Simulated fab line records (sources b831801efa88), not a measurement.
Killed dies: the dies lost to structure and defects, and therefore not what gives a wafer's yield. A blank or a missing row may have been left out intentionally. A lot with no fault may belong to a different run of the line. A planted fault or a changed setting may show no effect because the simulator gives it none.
Commonality check across tools || flow sky130 || Sampled: 10 lots, 30 wafers

THE REASON FOR OPENING IT
Of 10 lots, 2 have the reading PASSIVATION_CVD_02_THK flagged at SKY_PASSIVATION_THK_MEAS_03. No-fault wafers: 536 nm, standard deviation 7.1.
Rule: a lot is flagged in two cases, either no wafer of it has a number, or all its wafers with numbers fall more than 4 standard deviations from that mean. All remaining lots are regarded as sound.

{"lot": "L215", "measured": "day 43 18:47", "on": "film_metro-02", "PASSIVATION_CVD_02_THK (nm), wafer by wafer": "530 533 543", "flag": ""}
{"lot": "L219", "measured": "day 45 01:26", "on": "film_metro-02", "PASSIVATION_CVD_02_THK (nm), wafer by wafer": "542 546 542", "flag": ""}
{"lot": "L223", "measured": "day 45 21:04", "on": "film_metro-01", "PASSIVATION_CVD_02_THK (nm), wafer by wafer": "532 538 544", "flag": ""}
{"lot": "L224", "measured": "day 46 04:28", "on": "film_metro-01", "PASSIVATION_CVD_02_THK (nm), wafer by wafer": "537 539 545", "flag": ""}
{"lot": "L225", "measured": "day 46 13:04", "on": "film_metro-01", "PASSIVATION_CVD_02_THK (nm), wafer by wafer": "523 537 525", "flag": ""}
{"lot": "L229", "measured": "day 47 11:11", "on": "film_metro-01", "PASSIVATION_CVD_02_THK (nm), wafer by wafer": "528 526 540", "flag": ""}
{"lot": "L232", "measured": "day 47 22:46", "on": "film_metro-03", "PASSIVATION_CVD_02_THK (nm), wafer by wafer": "209 207 209", "flag": "FLAGGED"}
{"lot": "L233", "measured": "day 48 01:44", "on": "film_metro-01", "PASSIVATION_CVD_02_THK (nm), wafer by wafer": "531 529 540", "flag": ""}
{"lot": "L238", "measured": "day 49 12:15", "on": "film_metro-01", "PASSIVATION_CVD_02_THK (nm), wafer by wafer": "531 531 540", "flag": ""}
{"lot": "L237", "measured": "day 49 18:08", "on": "film_metro-03", "PASSIVATION_CVD_02_THK (nm), wafer by wafer": "200 212 211", "flag": "FLAGGED"}
On average the flagged lots' numbers are 208 nm, which is -328 nm against the usual, or -46 standard deviations.

EACH LOT AND THE TOOL IT RAN ON
The record holds 4 process steps before the reading, out of a route of 708 steps. Cell contents, in order: the tool; ch with the chambers the sampled wafers went through; the start.
{"lot": "L215", "flag": "", "SKY_VIA4_ETCH_12": "rie_diel-04 ch 0,2,3, day 42 17:38", "SKY_VIA4_STRIP_13": "plasma_asher-01 ch 0,1, day 42 17:42", "SKY_VIA4_CVD_18": "cvd_w-02 ch 0,1, day 42 18:23", "SKY_PASSIVATION_CVD_02": "pecvd-04 ch 0,1,2, day 43 18:34"}
{"lot": "L219", "flag": "", "SKY_VIA4_ETCH_12": "rie_diel-03 ch 1,2,3, day 44 00:23", "SKY_VIA4_STRIP_13": "plasma_asher-04 ch 0,1, day 44 00:27", "SKY_VIA4_CVD_18": "cvd_w-02 ch 0,1, day 44 01:07", "SKY_PASSIVATION_CVD_02": "pecvd-03 ch 0,1,2, day 45 01:13"}
{"lot": "L223", "flag": "", "SKY_VIA4_ETCH_12": "rie_diel-03 ch 2,3, day 44 20:50", "SKY_VIA4_STRIP_13": "plasma_asher-01 ch 0,1, day 44 20:54", "SKY_VIA4_CVD_18": "cvd_w-01 ch 0, day 44 21:34", "SKY_PASSIVATION_CVD_02": "pecvd-01 ch 1,2, day 45 20:50"}
{"lot": "L224", "flag": "", "SKY_VIA4_ETCH_12": "rie_diel-03 ch 2,3, day 45 04:37", "SKY_VIA4_STRIP_13": "plasma_asher-02 ch 0,1, day 45 04:41", "SKY_VIA4_CVD_18": "cvd_w-02 ch 0,1, day 45 05:20", "SKY_PASSIVATION_CVD_02": "pecvd-03 ch 0,1, day 46 04:14"}
{"lot": "L225", "flag": "", "SKY_VIA4_ETCH_12": "rie_diel-03 ch 0,1,3, day 45 14:38", "SKY_VIA4_STRIP_13": "plasma_asher-02 ch 0,1, day 45 14:44", "SKY_VIA4_CVD_18": "cvd_w-01 ch 0,1, day 45 15:25", "SKY_PASSIVATION_CVD_02": "pecvd-04 ch 0,1, day 46 12:49"}
{"lot": "L229", "flag": "", "SKY_VIA4_ETCH_12": "rie_diel-04 ch 0,1, day 46 11:02", "SKY_VIA4_STRIP_13": "plasma_asher-04 ch 0,1, day 46 11:06", "SKY_VIA4_CVD_18": "cvd_w-01 ch 0,1, day 46 12:17", "SKY_PASSIVATION_CVD_02": "pecvd-04 ch 0,2, day 47 10:58"}
{"lot": "L232", "flag": "FLAGGED", "SKY_VIA4_ETCH_12": "rie_diel-04 ch 0,2,3, day 47 01:01", "SKY_VIA4_STRIP_13": "plasma_asher-01 ch 0,1, day 47 01:05", "SKY_VIA4_CVD_18": "cvd_w-01 ch 0, day 47 01:47", "SKY_PASSIVATION_CVD_02": "pecvd-03 ch 0,1,2, day 47 22:33"}
{"lot": "L233", "flag": "", "SKY_VIA4_ETCH_12": "rie_diel-04 ch 0,2,3, day 47 04:14", "SKY_VIA4_STRIP_13": "plasma_asher-02 ch 0,1, day 47 04:19", "SKY_VIA4_CVD_18": "cvd_w-01 ch 0,1, day 47 04:58", "SKY_PASSIVATION_CVD_02": "pecvd-04 ch 1,2, day 48 01:31"}
{"lot": "L238", "flag": "", "SKY_VIA4_ETCH_12": "rie_diel-03 ch 1,3, day 48 16:25", "SKY_VIA4_STRIP_13": "plasma_asher-04 ch 0, day 48 16:29", "SKY_VIA4_CVD_18": "cvd_w-01 ch 0,1, day 48 17:08", "SKY_PASSIVATION_CVD_02": "pecvd-04 ch 0,1, day 49 12:01"}
{"lot": "L237", "flag": "FLAGGED", "SKY_VIA4_ETCH_12": "rie_diel-02 ch 0,1, day 48 21:55", "SKY_VIA4_STRIP_13": "plasma_asher-02 ch 0,1, day 48 22:01", "SKY_VIA4_CVD_18": "cvd_w-01 ch 0,1, day 48 22:41", "SKY_PASSIVATION_CVD_02": "pecvd-03 ch 0,1,2, day 49 17:53"}
What these steps do:
- SKY_VIA4_ETCH_12: etches SiO2 in C4F8/O2/Ar, stops on TiN, target depth 580 nm.
- SKY_VIA4_STRIP_13: strips in O2/N2.
- SKY_VIA4_CVD_18: deposits W, target thk 505 nm, time 152.14 s.
- SKY_PASSIVATION_CVD_02: deposits Si3N4, target thk 540 nm.
- SKY_PASSIVATION_THK_MEAS_03

FLAGGED OVER TOTAL, TOOL BY TOOL (the gauges that took the reading come last)
{"step": "SKY_VIA4_ETCH_12", "tool": "rie_diel-02", "lots run": 1, "flagged": 1, "share of the flagged lots": "some", "sound lots run after its first flagged lot": 0}
{"step": "SKY_VIA4_ETCH_12", "tool": "rie_diel-03", "lots run": 5, "flagged": 0, "share of the flagged lots": "none", "sound lots run after its first flagged lot": "-"}
{"step": "SKY_VIA4_ETCH_12", "tool": "rie_diel-04", "lots run": 4, "flagged": 1, "share of the flagged lots": "some", "sound lots run after its first flagged lot": "1 (L233)"}
{"step": "SKY_VIA4_STRIP_13", "tool": "plasma_asher-01", "lots run": 3, "flagged": 1, "share of the flagged lots": "some", "sound lots run after its first flagged lot": 0}
{"step": "SKY_VIA4_STRIP_13", "tool": "plasma_asher-02", "lots run": 4, "flagged": 1, "share of the flagged lots": "some", "sound lots run after its first flagged lot": 0}
{"step": "SKY_VIA4_STRIP_13", "tool": "plasma_asher-04", "lots run": 3, "flagged": 0, "share of the flagged lots": "none", "sound lots run after its first flagged lot": "-"}
{"step": "SKY_VIA4_CVD_18", "tool": "cvd_w-01", "lots run": 7, "flagged": 2, "share of the flagged lots": "all", "sound lots run after its first flagged lot": "2 (L233,L238)"}
{"step": "SKY_VIA4_CVD_18", "tool": "cvd_w-02", "lots run": 3, "flagged": 0, "share of the flagged lots": "none", "sound lots run after its first flagged lot": "-"}
{"step": "SKY_PASSIVATION_CVD_02", "tool": "pecvd-01", "lots run": 1, "flagged": 0, "share of the flagged lots": "none", "sound lots run after its first flagged lot": "-"}
{"step": "SKY_PASSIVATION_CVD_02", "tool": "pecvd-03", "lots run": 4, "flagged": 2, "share of the flagged lots": "all", "sound lots run after its first flagged lot": 0}
{"step": "SKY_PASSIVATION_CVD_02", "tool": "pecvd-04", "lots run": 5, "flagged": 0, "share of the flagged lots": "none", "sound lots run after its first flagged lot": "-"}
{"step": "SKY_PASSIVATION_THK_MEAS_03", "tool": "film_metro-01", "lots run": 6, "flagged": 0, "share of the flagged lots": "none", "sound lots run after its first flagged lot": "-"}
{"step": "SKY_PASSIVATION_THK_MEAS_03", "tool": "film_metro-02", "lots run": 2, "flagged": 0, "share of the flagged lots": "none", "sound lots run after its first flagged lot": "-"}
{"step": "SKY_PASSIVATION_THK_MEAS_03", "tool": "film_metro-03", "lots run": 2, "flagged": 2, "share of the flagged lots": "all", "sound lots run after its first flagged lot": 0}

WHAT THE TABLE ALLOWS
In the table, 3 rows ran each flagged lot (cvd_w-01 at SKY_VIA4_CVD_18; pecvd-03 at SKY_PASSIVATION_CVD_02; film_metro-03 at SKY_PASSIVATION_THK_MEAS_03).
- cvd_w-01 at SKY_VIA4_CVD_18: 2 of its 7 lots flagged. Sound lots ran on it after the first flagged one (L233, L238), which a lasting fault on the whole tool wouldn't allow.
- pecvd-03 at SKY_PASSIVATION_CVD_02: 2 of its 4 lots flagged. Last sound lot L224 at day 46 04:14, first flagged lot L232 at day 47 22:33; a fault beginning in between fits.
- film_metro-03 at SKY_PASSIVATION_THK_MEAS_03: 2 of its 2 lots flagged. The start can't be narrowed down: in this sample, it ran no sound lot prior to its first flagged lot.
Counting lots can't tell these 2 tools apart, because each fits a fault that began at some hour. More lots, or a look at what each step does to the wafer, might.

WHAT WAS PUT IN BY THE SIMULATOR
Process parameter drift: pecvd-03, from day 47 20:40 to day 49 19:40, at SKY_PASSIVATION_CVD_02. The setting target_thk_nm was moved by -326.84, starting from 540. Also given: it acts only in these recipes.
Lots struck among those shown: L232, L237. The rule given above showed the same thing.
